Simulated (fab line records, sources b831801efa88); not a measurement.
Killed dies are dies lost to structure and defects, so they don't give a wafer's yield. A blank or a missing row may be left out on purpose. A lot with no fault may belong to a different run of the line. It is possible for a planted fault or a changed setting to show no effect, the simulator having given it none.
fab line records | flow gf180mcu
record: lots: 11 | wafers: 32 | lastDay: 34
route steps=602 shown M1@316 V1@351 M2@365
lots with no fault: from the same line, run without faults
startH: the number of hours between the record's first day and the start of the first shown wafer of the lot | waitH: hours from the lot's prior step to this one | " identical to the entry in the row above | L1.1+2: a single row standing in for several wafers | - no value, or no start was given | * or withheld: withheld | < > ~ a bound
route shown NAME@n: names a module that has steps shown in the file, with the first one's number in the route | usual: mean/standard deviation taken from wafers without a fault | same: alike in all rows | chamber/n: place in a boat | sites: readings site by site | _std_site: their standard deviation | _edge_site: outer sites' mean less inner sites' | radiusMm: how far each site lies from the wafer's centre | mask NAME#n: copy n | behind: the most recent tool/chamber to have shaped the wafer | hold: why the lot was held/for how many hours/how that ended | device: names the non-switching transistor (n, p or np) | end of line: at the end of the route, the tests of the same wafers | where a step has no rows: the recipe by itself | killed: the dies lost at the first sort to structure and to defects; this is not the yield of the wafer | map: a wafer's dies, marking killed ones x, the rest . and places with no die _
set.NAME: the setting as run; set.NAME@STEP: as run at that earlier step | model.NAME: the simulator's own value behind a step, which no gauge read
route steps across a sampled set of lots; one table per step, one row per wafer
services: when a tool's chamber went out of use (startH, in hours from the record's first day, below 0 if earlier), for how many hours, and the reason
== steps ==
step: GF_M1_SPUTTER_01
recipe: material: TiN | targetThkNm: 30 | powerW: 6500 | timeS: 25 | chamberPressurePa: 0.4
usual: throttleValvePct: 30.1/0.86
lot.wafer | tool          | chamber | startH | waitH | throttleValvePct
L544.2    | pvdSputter-04 | -       | 377.57 | 0.1   | 30.5
L544.5    | "             | -       | "      | "     | 31.8
L544.6    | "             | -       | "      | "     | 30.2
L546.1    | pvdSputter-02 | -       | 392.53 | 0.1   | 30.3
L546.5    | "             | -       | "      | "     | 30.8
L546.6    | "             | -       | "      | "     | 29.0
L550.1    | pvdSputter-02 | -       | 430.33 | 0.1   | 29.0
L550.4    | "             | -       | "      | "     | 30.2
L550.6    | "             | -       | "      | "     | 30.5
L551.1    | pvdSputter-04 | -       | 441.27 | 0.1   | 30.1
L551.2    | "             | -       | "      | "     | 31.8
L551.3    | "             | -       | "      | "     | 29.1
L553.3    | pvdSputter-01 | -       | 461.33 | 0.1   | 29.8
L553.4    | "             | -       | "      | "     | 29.8
L553.6    | "             | -       | "      | "     | 29.3
L556.1    | pvdSputter-04 | -       | 482.66 | 0.1   | 29.1
L556.3    | "             | -       | "      | "     | 30.5
L556.6    | "             | -       | "      | "     | 29.1
L557.2    | pvdSputter-01 | -       | 489.32 | 0.1   | 29.6
L557.5    | "             | -       | "      | "     | 29.5
L560.3    | pvdSputter-01 | -       | 522.86 | 0.1   | 29.2
L560.4    | "             | -       | "      | "     | 29.6
L560.5    | "             | -       | "      | "     | 29.7
L561.2    | pvdSputter-04 | -       | 533.47 | 0.1   | 29.1
L561.4    | "             | -       | "      | "     | 29.9
L561.6    | "             | -       | "      | "     | 29.1
L563.3    | pvdSputter-01 | -       | 541.57 | 0.1   | 29.4
L563.5    | "             | -       | "      | "     | 29.4
L563.6    | "             | -       | "      | "     | 29.5
L564.3    | pvdSputter-02 | -       | 551.77 | 0.1   | 30.5
L564.5    | "             | -       | "      | "     | 28.9
L564.6    | "             | -       | "      | "     | 30.7
step: GF_V1_ETCH_16
recipe: chemistry: N2/H2 | targetDepthA: withheld | overetchA: withheld | timeS: withheld | target: BARC | ionEnergyEv: 200 | sourceW: 500 | biasW: 100 | pressureMtorr: 30 | n2FlowSccm: 100 | h2FlowSccm: 200
usual: biasW: 100.0/0.31 | drypumpMotorCurrentA: 5.6/0.38 | oesProductAu: 0.856/0.0045 | throttleValvePct: 13.227/0.0095
lot.wafer | tool       | chamber | startH | waitH | biasW | drypumpMotorCurrentA | oesProductAu | throttleValvePct
L544.2    | rieDiel-02 | 0       | 426.23 | 0.0   | 100.3 | 5.7                  | 0.847        | 13.218
L544.5    | "          | 0       | "      | "     | 99.9  | 5.7                  | 0.854        | 13.244
L544.6    | "          | 3       | "      | "     | 100.1 | 5.8                  | 0.849        | 13.220
L546.1    | rieDiel-02 | 0       | 442.53 | 0.0   | 100.0 | 5.7                  | 0.855        | 13.217
L546.5    | "          | 3       | "      | "     | 100.1 | 5.8                  | 0.851        | 13.219
L546.6    | "          | 2       | "      | "     | 100.1 | 5.2                  | 0.852        | 13.234
L550.1    | rieDiel-02 | 2       | 481.89 | 0.0   | 100.6 | 5.2                  | 0.856        | 13.213
L550.4    | "          | 1       | "      | "     | 100.8 | 6.1                  | 0.850        | 13.220
L550.6    | "          | 2       | "      | "     | 100.6 | 5.2                  | 0.857        | 13.242
L551.1    | rieDiel-02 | 1       | 491.44 | 0.0   | 99.7  | 6.1                  | 0.865        | 13.223
L551.2    | "          | 0       | "      | "     | 100.3 | 5.7                  | 0.855        | 13.233
L551.3    | "          | 3       | "      | "     | 100.4 | 5.8                  | 0.864        | 13.214
L553.3    | rieDiel-03 | 0       | 511.78 | 0.0   | 100.1 | 5.7                  | 0.853        | 13.251
L553.4    | "          | 3       | "      | "     | 100.5 | 5.1                  | 0.860        | 13.227
L553.6    | "          | 3       | "      | "     | 100.1 | 5.1                  | 0.854        | 13.215
L556.1    | rieDiel-04 | 2       | 530.99 | 0.0   | 100.1 | 5.3                  | 0.859        | 13.235
L556.3    | "          | 3       | "      | "     | 100.2 | 5.9                  | 0.863        | 13.238
L556.6    | "          | 1       | "      | "     | 99.7  | 5.2                  | 0.856        | 13.222
L557.2    | rieDiel-02 | 1       | 538.08 | 0.0   | 100.1 | 6.1                  | 0.855        | 13.218
L557.5    | "          | 0       | "      | "     | 100.0 | 5.7                  | 0.857        | 13.220
L560.3    | rieDiel-02 | 3       | 569.69 | 0.0   | 100.2 | 5.8                  | 0.849        | 13.237
L560.4    | "          | 2       | "      | "     | 100.2 | 5.2                  | 0.854        | 13.217
L560.5    | "          | 1       | "      | "     | 99.8  | 6.2                  | 0.860        | 13.222
L561.2    | rieDiel-02 | 2       | 581.23 | 0.0   | 99.6  | 5.2                  | 0.856        | 13.228
L561.4    | "          | 1       | "      | "     | 100.1 | 6.1                  | 0.856        | 13.222
L561.6    | "          | 0       | "      | "     | 100.2 | 5.7                  | 0.852        | 13.220
L563.3    | rieDiel-04 | 1       | 587.43 | 0.0   | 99.8  | 5.1                  | 0.854        | 13.228
L563.5    | "          | 3       | "      | "     | 99.8  | 5.9                  | 0.854        | 13.236
L563.6    | "          | 1       | "      | "     | 100.0 | 5.1                  | 0.866        | 13.224
L564.3    | rieDiel-02 | 0       | 597.24 | 0.0   | 99.6  | 5.7                  | 0.853        | 13.234
L564.5    | "          | 0       | "      | "     | 100.5 | 5.7                  | 0.866        | 13.215
L564.6    | "          | 3       | "      | "     | 100.0 | 5.8                  | 0.862        | 13.206
step: GF_V1_CVD_23
recipe: material: W | targetThkNm: 350 | timeS: 105.05 | tempC: 400 | pressureTorr: 40
usual: heaterPowerW: 814/86
lot.wafer | tool    | chamber | startH | waitH | heaterPowerW
L544.2    | cvdW-01 | 1       | 427.00 | 0.0   | 756
L544.5    | "       | 1       | "      | "     | 756
L544.6    | "       | 0       | "      | "     | 931
L546.1    | cvdW-02 | 1       | 443.30 | 0.0   | 768
L546.5    | "       | 1       | "      | "     | 754
L546.6    | "       | 0       | "      | "     | 757
L550.1    | cvdW-01 | 0       | 482.66 | 0.0   | 933
L550.4    | "       | 1       | "      | "     | 731
L550.6    | "       | 0       | "      | "     | 954
L551.1    | cvdW-02 | 1       | 492.22 | 0.0   | 770
L551.2    | "       | 0       | "      | "     | 773
L551.3    | "       | 0       | "      | "     | 748
L553.3    | cvdW-01 | 1       | 512.62 | 0.1   | 754
L553.4    | "       | 0       | "      | "     | 944
L553.6    | "       | 1       | "      | "     | 769
L556.1    | cvdW-01 | 1       | 532.10 | 0.0   | 763
L556.3    | "       | 1       | "      | "     | 750
L556.6    | "       | 0       | "      | "     | 938
L557.2    | cvdW-01 | 1       | 539.19 | 0.0   | 751
L557.5    | "       | 1       | "      | "     | 758
L560.3    | cvdW-01 | 0       | 570.49 | 0.1   | 969
L560.4    | "       | 1       | "      | "     | 781
L560.5    | "       | 0       | "      | "     | 966
L561.2    | cvdW-02 | 1       | 582.10 | 0.0   | 762
L561.4    | "       | 0       | "      | "     | 755
L561.6    | "       | 1       | "      | "     | 769
L563.3    | cvdW-02 | 0       | 588.57 | 0.1   | 775
L563.5    | "       | 1       | "      | "     | 770
L563.6    | "       | 0       | "      | "     | 746
L564.3    | cvdW-02 | 1       | 598.13 | 0.1   | 779
L564.5    | "       | 0       | "      | "     | 784
L564.6    | "       | 1       | "      | "     | 774
step: GF_V1_RS_MEAS_24
recipe: thkMeasGauge: four-point-probe | reads: W_of_V1_CVD_23+TiN_of_V1_SPUTTER_22+Ti_of_V1_SPUTTER_21
usual: V1_W_RS: 0.328/0.004
lot.wafer | tool         | chamber | startH | waitH | V1_W_RS[ohm/sq]
L544.2    | filmMetro-04 | -       | 427.13 | 0.1   | 0.320
L544.5    | "            | -       | "      | "     | 0.320
L544.6    | "            | -       | "      | "     | 0.323
L546.1    | filmMetro-02 | -       | 443.41 | 0.1   | 0.333
L546.5    | "            | -       | "      | "     | 0.335
L546.6    | "            | -       | "      | "     | 0.326
L550.1    | filmMetro-03 | -       | 482.78 | 0.1   | 0.332
L550.4    | "            | -       | "      | "     | 0.329
L550.6    | "            | -       | "      | "     | 0.333
L551.1    | filmMetro-03 | -       | 492.33 | 0.1   | 0.328
L551.2    | "            | -       | "      | "     | 0.328
L551.3    | "            | -       | "      | "     | 0.328
L553.3    | filmMetro-02 | -       | 512.74 | 0.1   | 0.327
L553.4    | "            | -       | "      | "     | 0.326
L553.6    | "            | -       | "      | "     | 0.330
L556.1    | filmMetro-02 | -       | 532.21 | 0.1   | 0.330
L556.3    | "            | -       | "      | "     | 0.230
L556.6    | "            | -       | "      | "     | 0.326
L557.2    | filmMetro-03 | -       | 539.32 | 0.1   | 0.231
L557.5    | "            | -       | "      | "     | 0.331
L560.3    | filmMetro-04 | -       | 570.61 | 0.1   | 0.231
L560.4    | "            | -       | "      | "     | 0.322
L560.5    | "            | -       | "      | "     | 0.326
L561.2    | filmMetro-02 | -       | 582.23 | 0.1   | 0.337
L561.4    | "            | -       | "      | "     | 0.331
L561.6    | "            | -       | "      | "     | 0.338
L563.3    | filmMetro-02 | -       | 588.69 | 0.1   | 0.325
L563.5    | "            | -       | "      | "     | 0.328
L563.6    | "            | -       | "      | "     | 0.330
L564.3    | filmMetro-02 | -       | 598.25 | 0.1   | 0.326
L564.5    | "            | -       | "      | "     | 0.324
L564.6    | "            | -       | "      | "     | 0.329
step: GF_V1_THK_MEAS_25
recipe: thkMeasGauge: xrf | reads: W_of_V1_CVD_23
usual: V1_W_THK: 344/5.2
lot.wafer | tool         | chamber | startH | waitH | V1_W_THK[nm]
L544.2    | filmMetro-04 | -       | 427.24 | 0.1   | 355
L544.5    | "            | -       | "      | "     | 354
L544.6    | "            | -       | "      | "     | 352
L546.1    | filmMetro-02 | -       | 443.53 | 0.1   | 337
L546.5    | "            | -       | "      | "     | 336
L546.6    | "            | -       | "      | "     | 347
L550.1    | filmMetro-03 | -       | 482.90 | 0.1   | 341
L550.4    | "            | -       | "      | "     | 342
L550.6    | "            | -       | "      | "     | 342
L551.1    | filmMetro-03 | -       | 492.45 | 0.1   | 345
L551.2    | "            | -       | "      | "     | 345
L551.3    | "            | -       | "      | "     | 345
L553.3    | filmMetro-02 | -       | 512.84 | 0.1   | 341
L553.4    | "            | -       | "      | "     | 343
L553.6    | "            | -       | "      | "     | 341
L556.1    | filmMetro-02 | -       | 532.33 | 0.1   | 339
L556.3    | "            | -       | "      | "     | 482
L556.6    | "            | -       | "      | "     | 342
L557.2    | filmMetro-03 | -       | 539.43 | 0.1   | 487
L557.5    | "            | -       | "      | "     | 342
L560.3    | filmMetro-04 | -       | 570.71 | 0.1   | 486
L560.4    | "            | -       | "      | "     | 354
L560.5    | "            | -       | "      | "     | 347
L561.2    | filmMetro-02 | -       | 582.34 | 0.1   | 332
L561.4    | "            | -       | "      | "     | 340
L561.6    | "            | -       | "      | "     | 334
L563.3    | filmMetro-02 | -       | 588.79 | 0.1   | 346
L563.5    | "            | -       | "      | "     | 341
L563.6    | "            | -       | "      | "     | 341
L564.3    | filmMetro-02 | -       | 598.35 | 0.1   | 342
L564.5    | "            | -       | "      | "     | 346
L564.6    | "            | -       | "      | "     | 341
step: GF_V1_CMP_26
recipe: stopOn: SiO2 | downForcePsi: 3.5 | platenRpm: 60 | tOverpolishS: 15 | targetThkNm: 0 | padVelocityMS: 0.94248
usual: motorCurrentA: 10.8/0.77 | retainingRingPressureFrac: 1.000/0.0047 | timeToEndpointS: 84.5/2.8
lot.wafer | tool   | chamber | startH | waitH | motorCurrentA | retainingRingPressureFrac | timeToEndpointS
L544.2    | cmp-01 | 1       | 427.39 | 0.1   | 11.1          | 1.004                     | 85.7
L544.5    | "      | 3       | "      | "     | 10.2          | 0.996                     | 84.6
L544.6    | "      | 0       | "      | "     | 11.2          | 0.995                     | 86.1
L546.1    | cmp-01 | 1       | 443.64 | 0.1   | 11.6          | 0.996                     | 84.4
L546.5    | "      | 0       | "      | "     | 10.6          | 1.005                     | 83.2
L546.6    | "      | 1       | "      | "     | 11.0          | 0.996                     | 87.4
L550.1    | cmp-01 | 2       | 482.96 | 0.1   | 11.6          | 1.002                     | 81.0
L550.4    | "      | 3       | "      | "     | 10.0          | 1.011                     | 81.7
L550.6    | "      | 3       | "      | "     | 10.2          | 1.005                     | 77.6
L551.2    | cmp-01 | 0       | 492.51 | 0.0   | 10.5          | 1.000                     | 85.8
L551.1    | "      | 2       | "      | "     | 11.8          | 0.999                     | 80.8
L551.3    | "      | 3       | "      | "     | 9.8           | 0.999                     | 78.8
L553.4    | cmp-02 | 3       | 512.88 | 0.0   | 9.5           | 1.003                     | 86.8
L553.3    | "      | 1       | "      | "     | 11.2          | 0.988                     | 82.0
L553.6    | "      | 3       | "      | "     | 9.4           | 0.997                     | 84.6
L556.3    | cmp-01 | 2       | 532.44 | 0.1   | 12.2          | 1.001                     | 123.6
L556.1    | "      | 3       | "      | "     | 10.0          | 1.005                     | 82.5
L556.6    | "      | 2       | "      | "     | 12.0          | 0.999                     | 86.8
L557.2    | cmp-01 | 2       | 539.58 | 0.1   | 11.7          | 0.999                     | 115.8
L557.5    | "      | 1       | "      | "     | 10.9          | 1.013                     | 82.7
L560.4    | cmp-02 | 1       | 570.75 | 0.0   | 11.1          | 1.001                     | 84.8
L560.3    | "      | 3       | "      | "     | 9.8           | 1.002                     | 121.5
L560.5    | "      | 1       | "      | "     | 10.8          | 1.000                     | 85.4
L561.2    | cmp-02 | 0       | 582.39 | 0.0   | 10.2          | 0.993                     | 80.9
L561.4    | "      | 2       | "      | "     | 11.3          | 1.001                     | 84.5
L561.6    | "      | 1       | "      | "     | 11.3          | 1.004                     | 77.3
L563.3    | cmp-02 | 2       | 588.98 | 0.2   | 12.0          | 1.000                     | 90.1
L563.6    | "      | 3       | "      | "     | 9.3           | 1.004                     | 83.3
L563.5    | "      | 0       | "      | "     | 10.0          | 0.998                     | 90.5
L564.3    | cmp-02 | 3       | 598.54 | 0.2   | 9.7           | 1.002                     | 86.7
L564.5    | "      | 0       | "      | "     | 10.1          | 0.997                     | 81.8
L564.6    | "      | 1       | "      | "     | 10.8          | 1.004                     | 83.5
step: GF_M2_SPUTTER_03
recipe: material: Ti | targetThkNm: 10 | substrateTempC: 300 | chamberPressurePa: 0.3 | powerW: 3000 | timeS: 6.7
usual: throttleValvePct: 29.9/0.68
lot.wafer | tool          | chamber | startH | waitH | throttleValvePct
L544.2    | pvdSputter-01 | -       | 427.75 | 0.0   | 30.1
L544.5    | "             | -       | "      | "     | 29.9
L544.6    | "             | -       | "      | "     | 30.2
L546.1    | pvdSputter-01 | -       | 444.05 | 0.0   | 30.1
L546.5    | "             | -       | "      | "     | 30.4
L546.6    | "             | -       | "      | "     | 29.8
L550.1    | pvdSputter-01 | -       | 483.42 | 0.0   | 29.5
L550.4    | "             | -       | "      | "     | 30.4
L550.6    | "             | -       | "      | "     | 29.2
L551.1    | pvdSputter-01 | -       | 492.97 | 0.0   | 30.2
L551.2    | "             | -       | "      | "     | 29.2
L551.3    | "             | -       | "      | "     | 29.6
L553.3    | pvdSputter-04 | -       | 513.34 | 0.0   | 31.5
L553.4    | "             | -       | "      | "     | 29.1
L553.6    | "             | -       | "      | "     | 30.6
L556.1    | pvdSputter-03 | -       | 532.85 | 0.0   | 30.5
L556.3    | "             | -       | "      | "     | 29.1
L556.6    | "             | -       | "      | "     | 30.7
L557.2    | pvdSputter-01 | -       | 539.94 | 0.0   | 30.1
L557.5    | "             | -       | "      | "     | 29.3
L560.3    | pvdSputter-04 | -       | 571.21 | 0.0   | 29.3
L560.4    | "             | -       | "      | "     | 30.5
L560.5    | "             | -       | "      | "     | 31.7
L561.2    | pvdSputter-04 | -       | 582.85 | 0.0   | 32.2
L561.4    | "             | -       | "      | "     | 30.4
L561.6    | "             | -       | "      | "     | 30.7
L563.3    | pvdSputter-03 | -       | 589.29 | 0.0   | 30.7
L563.5    | "             | -       | "      | "     | 29.0
L563.6    | "             | -       | "      | "     | 29.6
L564.3    | pvdSputter-01 | -       | 598.85 | 0.0   | 29.7
L564.5    | "             | -       | "      | "     | 29.8
L564.6    | "             | -       | "      | "     | 29.6
== services ==
tool          | chamber | startH | hours | kind
cmp-01        | -       | 355.94 | 2.2   | repair
cvdW-02       | -       | 390.00 | 14.0  | pm
cmp-02        | -       | 404.14 | 4.0   | pm
cvdW-01       | -       | 417.24 | 2.4   | repair
cvdW-02       | -       | 440.01 | 2.8   | pm
rieDiel-02    | 3       | 448.41 | 6.3   | repair
cmp-01        | -       | 452.62 | 0.2   | repair
cmp-01        | -       | 462.24 | 1.6   | repair
cmp-02        | -       | 466.52 | 6.5   | pm
pvdSputter-04 | -       | 468.70 | 5.2   | repair
pvdSputter-01 | -       | 477.87 | 5.1   | repair
cvdW-01       | -       | 478.52 | 2.8   | pm
pvdSputter-04 | -       | 491.37 | 1.8   | repair
rieDiel-02    | 2       | 496.75 | 5.0   | repair
cmp-02        | -       | 500.81 | 3.5   | repair
rieDiel-02    | 3       | 504.05 | 2.1   | repair
rieDiel-02    | 1       | 547.94 | 18.4  | repair
cvdW-01       | -       | 550.10 | 0.3   | repair
cvdW-01       | -       | 551.47 | 6.9   | pm
pvdSputter-01 | -       | 558.45 | 2.4   | repair
cmp-01        | -       | 562.74 | 6.3   | pm
pvdSputter-01 | -       | 571.47 | 1.0   | repair
cmp-01        | -       | 572.00 | 4.0   | pm
cvdW-01       | -       | 589.36 | 1.4   | repair
== key ==
firstSign: step: GF_V1_RS_MEAS_24 | reading: V1_W_RS | direction: down | sigmas: 24 | usual: 0.328 | struck: 0.231
effect: step: GF_V1_THK_MEAS_25 | reading: V1_W_THK | direction: up | sigmas: 27 | usual: 344 | struck: 485
effect: step: GF_V1_CMP_26 | reading: timeToEndpointS | direction: up | sigmas: 13 | usual: * | struck: *
metAt GF_V1_CVD_23
struckLots L556,L557,L560
struckWafers L556.3,L557.2,L560.3
notActingAt GF_M1_SPUTTER_01,GF_V1_ETCH_16,GF_M2_SPUTTER_03
onsetBetween 512.62 532.10
fault: kind: processParameterDrift | tool: cvdW-01 | chamber: - | onsetH: 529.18 | steps: GF_V1_CVD_23 | channel: targetThkNm | offset: 146.41 | shape: step | endH: 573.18 | scope: struckWafersOnly | actsIn: theseRecipesOnly | stated: 350
